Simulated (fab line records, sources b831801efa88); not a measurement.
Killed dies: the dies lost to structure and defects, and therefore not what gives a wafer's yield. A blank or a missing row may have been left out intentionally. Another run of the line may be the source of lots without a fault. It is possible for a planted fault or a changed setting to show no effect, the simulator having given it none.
Struck lot and sound lot, side by side :: flow sky130 :: 17 steps out of a route of 708
Sound: these wafers, L750.2, L750.3, L750.6. Struck: wafers L761.1, L761.2, L761.5. The cause is named last.
Each step with rows lists, per side, the tool, then ch with its chambers, then its first start. Under that, the readings that differ: sound wafers :: struck wafers :: difference of the means :: sigmas: that difference in standard deviations of wafers without a fault.
alike: readings whose means differ by less than 2 such deviations, and words and numbers that are the same on both sides. not compared: withheld readings, readings that some wafer has no value for, bounds like >300 that may hide the same value, and numbers for which the record gives no deviation and whose values overlap.
A row with sigmas, a row that says differs or no value, or rows on one side alone: a step with any of these is where the two part. When numbers do not overlap yet have no deviation, they are printed without sigmas and do not part them. Lack of a reading on every wafer of one side parts them only where that side has two or more wafers.

SKY_VT_ADJUST_LVTN_OVL_MEAS_07:
  sound on overlay-01, day 6 17:43; struck on overlay-02, day 9 20:27
  alike: VT_ADJUST_LVTN_OVL
next, for these wafers, 1 step has no rows: SKY_VT_ADJUST_LVTN_IMPLANT_08.
SKY_VT_ADJUST_LVTN_STRIP_09: strips in O2/N2.
  sound on plasma asher-02 ch 1, day 6 17:53; struck on plasma asher-04 ch 0,1, day 9 20:38
  alike: chamber pressure mTorr, drypump motor current A, oes product au, strip time to endpoint s
  not compared: rf hours counter h
SKY_VT_ADJUST_LVTN_TW_MEAS_10:
  sound on film metro-04, day 6 18:00; struck on film metro-03, day 9 20:44
  alike: VT_ADJUST_LVTN_TW
then, 7 steps without rows for these wafers: SKY_VT_ADJUST_LVTN_DEHYDRATE_11 (time 60 s); SKY_VT_ADJUST_LVTN_HMDS_12 (prime time 60 s); SKY_VT_ADJUST_LVTN_COAT_13 (resist thk 1140 nm); SKY_VT_ADJUST_LVTN_SOFTBAKE_14 (time 60 s); SKY_VT_ADJUST_LVTN_EXPOSE_15 (exposes mask HVN STD DERIVED, target cd 600 nm); SKY_VT_ADJUST_LVTN_PEB_16; SKY_VT_ADJUST_LVTN_DEVELOP_17 (develop time 60 s).
SKY_VT_ADJUST_LVTN_OVL_MEAS_18:
  sound on overlay-02, day 7 13:22; struck on overlay-01, day 10 19:27
  alike: VT_ADJUST_LVTN_01_OVL
SKY_VT_ADJUST_LVTN_IMPLANT_19:
  sound on implanter-03 ch 0, day 7 13:25; struck on implanter-03 ch 0, day 10 19:29
reading: beam energy keV
sound: 30.004 29.991 29.995
struck: 26.751 26.760 26.739
difference: -3.247
sigmas: -99 or more

reading: dose ions cm2
sound: 6.495e+11 6.493e+11 6.494e+11
struck: 6.509e+11 6.512e+11 6.506e+11
difference: +1.500e+09
sigmas: +2

reading: model.implant.rp nm (nm)
sound: 100.8 100.8 100.8
struck: 86.9 86.9 86.9
difference: -13.9
sigmas: 

reading: model.implant.drp nm (nm)
sound: 42.97 42.97 42.97
struck: 38.5 38.5 38.5
difference: -4.5
sigmas: 
SKY_VT_ADJUST_LVTN_STRIP_20: strips in O2/N2.
  sound on plasma asher-02 ch 0,1, day 7 13:33; struck on plasma asher-04 ch 0,1, day 10 19:38
reading: chamber pressure mTorr (mTorr)
sound: 1498.4 1497.4 1497.1
struck: 1502.2 1500.1 1501.4
difference: +3.6
sigmas: +3
  alike: drypump motor current A, oes product au, strip time to endpoint s
  not compared: rf hours counter h
SKY_VT_ADJUST_LVTN_TW_MEAS_21:
  sound on film metro-01, day 7 13:40; struck on film metro-04, day 10 19:44
reading: VT_ADJUST_LVTN_2_TW
sound: 187.4 186.8 186.5
struck: 184.3 184.8 184.6
difference: -2.3
sigmas: -3
then, 1 step without rows for these wafers: SKY_VT_ADJUST_NCORE_DEHYDRATE_00 (time 60 s).
-- the record jumps here: 38 days lie between the struck wafers' starts before and after (it left off in module VT_ADJUST_NCORE and takes up again in module PAD_OPEN, whose first step shown is number 708 of the route) --
SKY_PAD_OPEN_PROBE_99:
  sound on prober-02, day 45 14:12; struck on prober-01, day 48 11:20
  alike: killed_at_M0_to_M3, killed_at_M4_up, killed at contacts, killed at front end, killed at other, killed dies, killed on rim, killed open, killed short

== WHERE THEY PART ==
At SKY_VT_ADJUST_LVTN_IMPLANT_19 first; at SKY_VT_ADJUST_LVTN_TW_MEAS_21 last (within this record only). Later steps at which nothing parts them and some readings are alike: SKY_PAD_OPEN_PROBE_99.

WHY: the cause the simulator had injected
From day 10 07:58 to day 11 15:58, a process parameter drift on implanter-03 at SKY_VT_ADJUST_LVTN_IMPLANT_19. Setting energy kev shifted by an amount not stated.
